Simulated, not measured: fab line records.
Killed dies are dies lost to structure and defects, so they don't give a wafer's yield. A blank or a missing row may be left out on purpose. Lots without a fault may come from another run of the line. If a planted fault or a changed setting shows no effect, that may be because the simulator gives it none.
2 desks, one fault	flow gf180mcu	every desk sees just its own numbers, and what lay behind them comes last

## METROLOGY DESK
What the gauges read for every lot (on any tool): the sampled wafers with a number, averaged. Any lot whose mean is over 4 standard deviations away from the usual mean is out of limits and marked OUT; that distance is given in the brackets.
Columns: A = V2_CVD_00_THK at GF_V2_THK_MEAS_01, usual 605 nm; B = cd_nm at GF_V2_CD_MEAS_14, usual 259.9 nm
lot	first seen here	A	B
L369	day 19 09:10	603	260.9
L371	day 19 23:22	611	261.4
L372	day 20 15:21	610	261.5
L373	day 20 16:58	607	260.0
L375	day 21 17:45	610	261.2
L378	day 22 18:11	609	258.2
L381	day 23 20:46	602	257.3
L383	day 24 08:11	606	256.1
L385	day 24 21:40	604	258.7
L388	day 26 02:18	599	259.3
L390	day 26 11:08	603	261.4
L391	day 26 16:48	599	258.6
L392	day 27 01:30	605	259.8
Result from this desk: across the 13 lots, nothing is out of limits.

## DESK OF THE TOOL OWNER: litho_track-01
Per lot that ran on this tool, the mean of the sampled wafers carrying a number, from the tool's own readings at GF_V2_SOFTBAKE_10 (time 60 s). Any lot whose mean is over 4 standard deviations away from the usual mean is out of limits and marked OUT; that distance is given in the brackets.
Columns: A = heater_power_total_W at GF_V2_SOFTBAKE_10, usual 93.06 W; B = plate_temp_C at GF_V2_SOFTBAKE_10, usual 130.00 C; C = resist_line_temp_C at GF_V2_SOFTBAKE_10, usual 22.99 C; D = run_length_s at GF_V2_SOFTBAKE_10, usual 89.12 s
lot	first seen here	A	B	C	D
L372	day 21 04:00	93.08	129.87	22.99	89.05
L373	day 21 05:00	93.08	130.08	23.09	89.15
L378	day 23 05:00	99.79 (+99 or more) OUT	130.01	22.87	79.29 (-58) OUT
L381	day 24 08:00	99.75 (+99 or more) OUT	129.89	23.01	79.42 (-57) OUT
L383	day 24 19:00	101.95 (+99 or more) OUT	130.10	22.83	75.81 (-78) OUT
L390	day 26 21:00	93.11	130.07	23.07	89.10
L391	day 27 03:00	93.08	130.03	23.06	89.09
L392	day 27 12:00	93.11	130.08	23.02	88.98
This desk finds L378, L381, L383 out of limits, L378 being first, at day 23 05:00 (heater_power_total_W at GF_V2_SOFTBAKE_10). In limits: L372, L373, L390, L391, L392.

## ALL TOGETHER
At day 23 05:00, on L378, L381, L383, the tool owner's desk was in a position to raise an alarm.
From the metrology desk's view, nothing was out of limits.
The metrology desk holds a record of L378, L381, L383, inside its limits.
Of the lots named, all ran GF_V2_SOFTBAKE_10 on litho_track-01.

## WHAT THE SIMULATOR HAD PUT IN
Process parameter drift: litho_track-01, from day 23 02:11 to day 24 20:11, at GF_V2_SOFTBAKE_10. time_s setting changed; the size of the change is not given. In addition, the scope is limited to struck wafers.
Shown lots that were struck: L378, L381, L383.
Delay in hours, fault start to first out-of-limits reading, by desk: the tool owner's desk at 3.
